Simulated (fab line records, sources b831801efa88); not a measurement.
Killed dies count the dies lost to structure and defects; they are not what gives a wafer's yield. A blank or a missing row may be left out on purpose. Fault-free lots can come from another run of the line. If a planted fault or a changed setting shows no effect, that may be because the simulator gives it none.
Which tool did it? / flow gf180mcu / Sampling: 14 lots, 42 wafers, 4 of 602 route steps

## WHAT EACH GAUGE READ, for each wafer
GF_MIM_RS_MEAS_10: measurement is done with a four-point probe. Usual: MIM_ALCU_RS 0.1596 ohm/sq, standard deviation 0.0018.
lot=L323; measured=day 24 10:43; on=film_metro-01; MIM_ALCU_RS (ohm/sq)=0.1595 0.1609 0.1578; flag=
lot=L325; measured=day 24 23:55; on=film_metro-04; MIM_ALCU_RS (ohm/sq)=0.1639 0.1617 0.1614; flag=
lot=L326; measured=day 25 15:29; on=film_metro-01; MIM_ALCU_RS (ohm/sq)=0.1619 0.1610 0.1606; flag=
lot=L327; measured=day 25 21:12; on=film_metro-03; MIM_ALCU_RS (ohm/sq)=0.1578 0.1606 0.1594; flag=
lot=L328; measured=day 26 00:17; on=film_metro-04; MIM_ALCU_RS (ohm/sq)=0.1579 0.1618 0.1575; flag=
lot=L329; measured=day 26 14:46; on=film_metro-01; MIM_ALCU_RS (ohm/sq)=0.1588 0.1560 0.1585; flag=
lot=L330; measured=day 26 23:43; on=film_metro-03; MIM_ALCU_RS (ohm/sq)=0.1575 0.1611 0.1588; flag=
lot=L331; measured=day 27 02:26; on=film_metro-04; MIM_ALCU_RS (ohm/sq)=0.1575 0.1572 0.1587; flag=
lot=L339; measured=day 29 12:16; on=film_metro-01; MIM_ALCU_RS (ohm/sq)=0.1604 0.1574 0.1580; flag=
lot=L340; measured=day 29 16:11; on=film_metro-01; MIM_ALCU_RS (ohm/sq)=0.1588 0.1599 0.1590; flag=
lot=L341; measured=day 29 23:46; on=film_metro-01; MIM_ALCU_RS (ohm/sq)=0.1587 0.1586 0.1593; flag=
lot=L343; measured=day 30 16:20; on=film_metro-04; MIM_ALCU_RS (ohm/sq)=0.1597 0.1580 0.1589; flag=
lot=L345; measured=day 31 06:32; on=film_metro-04; MIM_ALCU_RS (ohm/sq)=0.1566 0.1580 0.1580; flag=
lot=L346; measured=day 31 13:20; on=film_metro-04; MIM_ALCU_RS (ohm/sq)=0.1597 0.1592 0.1618; flag=

GF_V5_THK_MEAS_03. Usual: V5_CVD_02_THK 1450 nm, standard deviation 19.
lot=L323; measured=day 26 06:33; on=film_metro-01; V5_CVD_02_THK (nm)=1439 1448 1452; flag=
lot=L325; measured=day 26 19:38; on=film_metro-03; V5_CVD_02_THK (nm)=1428 1425 1423; flag=
lot=L326; measured=day 27 09:51; on=film_metro-03; V5_CVD_02_THK (nm)=1445 1452 1466; flag=
lot=L327; measured=day 27 14:59; on=film_metro-03; V5_CVD_02_THK (nm)=1430 1453 1450; flag=
lot=L328; measured=day 27 18:41; on=film_metro-03; V5_CVD_02_THK (nm)=1429 1414 1464; flag=
lot=L329; measured=day 28 08:27; on=film_metro-01; V5_CVD_02_THK (nm)=1432 1456 1450; flag=
lot=L330; measured=day 28 16:56; on=film_metro-02; V5_CVD_02_THK (nm)=1435 1454 1464; flag=
lot=L331; measured=day 28 19:52; on=film_metro-01; V5_CVD_02_THK (nm)=1465 1429 1490; flag=
lot=L339; measured=day 31 02:11; on=film_metro-02; V5_CVD_02_THK (nm)=1418 1428 1441; flag=
lot=L340; measured=day 31 06:19; on=film_metro-02; V5_CVD_02_THK (nm)=1439 1418 1444; flag=
lot=L341; measured=day 31 12:48; on=film_metro-02; V5_CVD_02_THK (nm)=1446 1433 1457; flag=
lot=L343; measured=day 32 04:18; on=film_metro-01; V5_CVD_02_THK (nm)=1435 1458 1465; flag=
lot=L345; measured=day 32 17:41; on=film_metro-01; V5_CVD_02_THK (nm)=1446 1432 1453; flag=
lot=L346; measured=day 33 00:36; on=film_metro-02; V5_CVD_02_THK (nm)=1454 1473 1475; flag=

GF_TOP_METAL_OVL_MEAS_15. Usual: TOP_METAL_OVL 0.2 nm, standard deviation 1.4.
lot=L323; measured=day 28 00:53; on=overlay-01; TOP_METAL_OVL (nm)=0.8 0.1 2.3; flag=
lot=L325; measured=day 28 13:32; on=overlay-01; TOP_METAL_OVL (nm)=-0.7 -0.8 -0.3; flag=
lot=L326; measured=day 29 03:31; on=overlay-02; TOP_METAL_OVL (nm)=-1.3 -0.8 -0.8; flag=
lot=L327; measured=day 29 08:12; on=overlay-01; TOP_METAL_OVL (nm)=3.3 0.3 -0.6; flag=
lot=L328; measured=day 29 11:52; on=overlay-02; TOP_METAL_OVL (nm)=0.9 1.5 1.8; flag=
lot=L329; measured=day 30 00:56; on=overlay-01; TOP_METAL_OVL (nm)=-0.8 -0.3 -0.2; flag=
lot=L330; measured=day 30 09:31; on=overlay-01; TOP_METAL_OVL (nm)=1.2 1.8 2.0; flag=
lot=L331; measured=day 30 12:04; on=overlay-02; TOP_METAL_OVL (nm)=0.6 0.7 0.2; flag=
lot=L339; measured=day 32 14:35; on=overlay-01; TOP_METAL_OVL (nm)=-0.9 -0.1 0.6; flag=
lot=L340; measured=day 32 17:55; on=overlay-01; TOP_METAL_OVL (nm)=0.6 0.5 -0.4; flag=
lot=L341; measured=day 32 23:58; on=overlay-02; TOP_METAL_OVL (nm)=-0.3 0.8 2.8; flag=
lot=L343; measured=day 33 13:25; on=overlay-02; TOP_METAL_OVL (nm)=-0.5 -0.2 0.9; flag=
lot=L345; measured=day 34 03:14; on=overlay-02; TOP_METAL_OVL (nm)=0.8 1.8 0.1; flag=
lot=L346; measured=day 34 09:23; on=overlay-01; TOP_METAL_OVL (nm)=-1.1 0.3 -0.6; flag=

## EACH LOT AND THE TOOL THAT RAN IT (in order: tool; ch and the chambers of the sampled wafers; start)
lot=L323; GF_CONTACT_SPUTTER_23=pvd_sputter-01, day 16 03:52
lot=L325; GF_CONTACT_SPUTTER_23=pvd_sputter-02, day 16 15:11
lot=L326; GF_CONTACT_SPUTTER_23=pvd_sputter-02, day 17 09:23
lot=L327; GF_CONTACT_SPUTTER_23=pvd_sputter-04, day 17 15:11
lot=L328; GF_CONTACT_SPUTTER_23=pvd_sputter-02, day 17 19:27
lot=L329; GF_CONTACT_SPUTTER_23=pvd_sputter-02, day 18 07:57
lot=L330; GF_CONTACT_SPUTTER_23=pvd_sputter-02, day 18 19:18
lot=L331; GF_CONTACT_SPUTTER_23=pvd_sputter-02, day 19 00:36
lot=L339; GF_CONTACT_SPUTTER_23=pvd_sputter-02, day 21 21:14
lot=L340; GF_CONTACT_SPUTTER_23=pvd_sputter-01, day 22 03:47
lot=L341; GF_CONTACT_SPUTTER_23=pvd_sputter-02, day 22 12:58
lot=L343; GF_CONTACT_SPUTTER_23=pvd_sputter-02, day 23 08:50
lot=L345; GF_CONTACT_SPUTTER_23=pvd_sputter-02, day 23 23:50
lot=L346; GF_CONTACT_SPUTTER_23=pvd_sputter-04, day 24 10:23
- GF_CONTACT_SPUTTER_23: material TiN, target thk 10 nm, time 40 s.

## WHAT THE TOOLS THEMSELVES READ (means of the sampled wafers that have a number; where no wafer has one, the mark that the record gives instead)
GF_CONTACT_SPUTTER_23. Usual: throttle_valve_pct reads 29.4 % (standard deviation 0.87).
lot=L323; tool=pvd_sputter-01; throttle_valve_pct (%)=30.7; flag=
lot=L325; tool=pvd_sputter-02; throttle_valve_pct (%)=28.9; flag=
lot=L326; tool=pvd_sputter-02; throttle_valve_pct (%)=28.9; flag=
lot=L327; tool=pvd_sputter-04; throttle_valve_pct (%)=30.1; flag=
lot=L328; tool=pvd_sputter-02; throttle_valve_pct (%)=28.8; flag=
lot=L329; tool=pvd_sputter-02; throttle_valve_pct (%)=29.6; flag=
lot=L330; tool=pvd_sputter-02; throttle_valve_pct (%)=29.1; flag=
lot=L331; tool=pvd_sputter-02; throttle_valve_pct (%)=29.3; flag=
lot=L339; tool=pvd_sputter-02; throttle_valve_pct (%)=28.8; flag=
lot=L340; tool=pvd_sputter-01; throttle_valve_pct (%)=30.4; flag=
lot=L341; tool=pvd_sputter-02; throttle_valve_pct (%)=28.8; flag=
lot=L343; tool=pvd_sputter-02; throttle_valve_pct (%)=28.8; flag=
lot=L345; tool=pvd_sputter-02; throttle_valve_pct (%)=28.4; flag=
lot=L346; tool=pvd_sputter-04; throttle_valve_pct (%)=29.9; flag=

## THE ANSWER, worked out from the rows above alone
Rule: a lot counts as off when the mean over its wafers that have a number is more than 3 standard deviations away from the usual mean. A lot without any number at a reading at which 4 lots or more have one is off too. The other lots that the step has rows for count as sound. After the gauges, taken in route order, come the tools' own readings; for these a lot's mean is taken, as printed above. The first step at which some lot is off is used, and at that step the reading that is off furthest; a lot without a number counts as furthest.
Across all readings shown, no lot is off: no conclusion can be drawn from this.

## WHAT HAD BEEN PUT IN BY THE SIMULATOR
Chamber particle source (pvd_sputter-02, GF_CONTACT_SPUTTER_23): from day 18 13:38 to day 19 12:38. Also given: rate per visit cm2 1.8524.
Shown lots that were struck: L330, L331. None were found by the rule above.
